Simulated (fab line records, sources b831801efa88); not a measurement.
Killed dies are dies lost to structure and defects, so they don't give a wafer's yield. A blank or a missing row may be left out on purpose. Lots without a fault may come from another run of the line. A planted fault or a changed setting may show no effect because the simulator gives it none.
Chamber matching | flow sky130 | SKY_VIA1_ETCH_14 on rie_diel-04: 4 sister chambers
The step etches BARC in N2/H2, stops on SiO2, time 45.9 s, target depth 60 nm. 8 wafers are shown with their chamber, then 7 later ones without.

WAFERS WITH THEIR CHAMBER
wafer  | chamber | oes_product_au (a.u.) | throttle_valve_pct (%)
L576.2 | 3       | 0.852                 | 13.227
L580.2 | 0       | 0.850                 | 13.218
L580.3 | 2       | 0.857                 | 13.231
L585.1 | 3       | 0.854                 | 13.225
L585.2 | 1       | 0.854                 | 13.229
L585.3 | 0       | 0.856                 | 13.221
L586.1 | 2       | 0.853                 | 13.215
L586.3 | 1       | 0.851                 | 13.236

WAFERS WITHOUT THEIR CHAMBER
wafer  | oes_product_au (a.u.) | throttle_valve_pct (%)
L586.6 | 0.851                 | 13.221
L587.2 | 0.857                 | 13.219
L587.4 | 0.855                 | 13.212
L587.6 | 0.854                 | 13.235
L589.1 | 0.851                 | 13.244
L589.5 | 0.857                 | 13.229
L589.6 | 0.857                 | 13.201

WHICH CHAMBER EACH WENT THROUGH
wafer  | from the rows above               | in truth
L586.6 | can't be placed: 0 or 3 or 2 or 1 | 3
L587.2 | can't be placed: 2 or 0 or 3 or 1 | 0
L587.4 | can't be placed: 0 or 2 or 3 or 1 | 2
L587.6 | can't be placed: 1 or 3 or 2 or 0 | 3
L589.1 | can't be placed: 1 or 3 or 2      | 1
L589.5 | can't be placed: 2 or 3 or 1 or 0 | 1
L589.6 | can't be placed: 0 or 2 or 3 or 1 | 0
Placed correctly: 0 of 7. Can't be placed from these rows: 7 (the true chamber is among the candidates in 7). Placed wrongly: 0.
How it was worked out, from the rows above alone: a wafer's distance from a chamber is the root of the sum, over the readings, of the square of ((its reading less the chamber's mean) divided by the reading's scatter). The wafer belongs to the nearest chamber; if the next one is less than 2 further off, it can't be placed. A chamber's mean is the mean of its shown wafers. The scatter: the root of (the sum of the squares of (reading less its chamber's mean) over the shown wafers, divided by (wafers less chambers)).
